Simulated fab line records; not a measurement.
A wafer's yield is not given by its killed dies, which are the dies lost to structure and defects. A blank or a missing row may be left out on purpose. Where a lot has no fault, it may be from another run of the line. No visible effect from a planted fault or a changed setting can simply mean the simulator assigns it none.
Problem report, 8D (eight disciplines) form, completed by code    flow gf180mcu    the parts of the form that need people (team, actions taken, sign-off) are left out

## 1. THE PROBLEM
Wafers without a fault read 40.02 Torr, standard deviation 0.085; chamber-pressure-Torr at GF_V1_CVD_23 reads a mean of 38.65 Torr on 6 wafers belonging to 2 lots. That puts it -16 standard deviations away from the usual mean.
The step: deposits W, target thk 350 nm, time 105.05 s.
First observed at day 21 09:41: wafer L546.3, on cvd-w-01. At this step, 39 wafers from 13 lots have a number in the record. Rule for "out" (also "out of limits"): further than 4 standard deviations from the usual mean. All remaining wafers that have a number are taken as sound.

## 2. WHAT IT IS, AND WHAT IT ISN'T
question                     is                      is not
which readings at this step  chamber-pressure-Torr   heater-power-w
which lots                   L546, L547              L538, L539, L544, L548, L554, L555, L556, L557, L558, L559, L560
which wafers of those lots   all that have a number  -
read on which tools          cvd-w-01                cvd-w-02
when                         from day 21 09:41       up to then (9 sound wafers); but 24 sound wafers of L548, L554, L555, L556, L557, L558, L559, L560 came after

## 3. THE SUSPECTS, EACH WITH WHAT RULES IT OUT
Counting: a tool stays on the suspect list if, at a process step up to the reading, it processed all lots that are out and no sound lot following the first of them.
- cvd-w-01 at GF_V1_CVD_23 (deposits W, target thk 350 nm, time 105.05 s): ruled out as a lasting fault. Following L546 (day 21 09:41), the first lot on it that is out, the sound lots L555, L556, L557, L559 were run on it.
Left after counting: nothing in the record.

## 4. THE CAUSE (what the simulator had put in)
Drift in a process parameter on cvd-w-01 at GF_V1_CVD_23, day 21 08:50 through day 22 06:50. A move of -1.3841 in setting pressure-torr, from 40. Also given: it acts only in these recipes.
Counting ruled it out, wrongly.

## 5. SEQUENCE OF EFFECTS, ordered by route
One row per reading whose mean, taken over the struck wafers that have a number, lies over 3 standard deviations from the usual. Readings are gone through only where the record gives a usual standard deviation; hours: the median, over the lots, of the time from a lot's start at the first step in this table giving one to that lot's start at this step; sigmas: the change measured in usual standard deviations.
hours  step          reading                usual       on struck wafers  change  sigmas
0      GF_V1_CVD_23  chamber-pressure-Torr  40.02 Torr  38.65             -1.37   -16
It contains these process steps:
- GF_V1_CVD_23: deposits W, target thk 350 nm, time 105.05 s.
Later steps that measure or inspect, where all struck wafers having a row at the step show a number for every such reading and not one has moved that far: GF_V1_THK_MEAS_25.

## 6. WHAT WOULD HAVE CAUGHT IT SOONER
In this record the first reading out of limits was taken at day 21 09:41, 1 hour after the fault began at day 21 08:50.
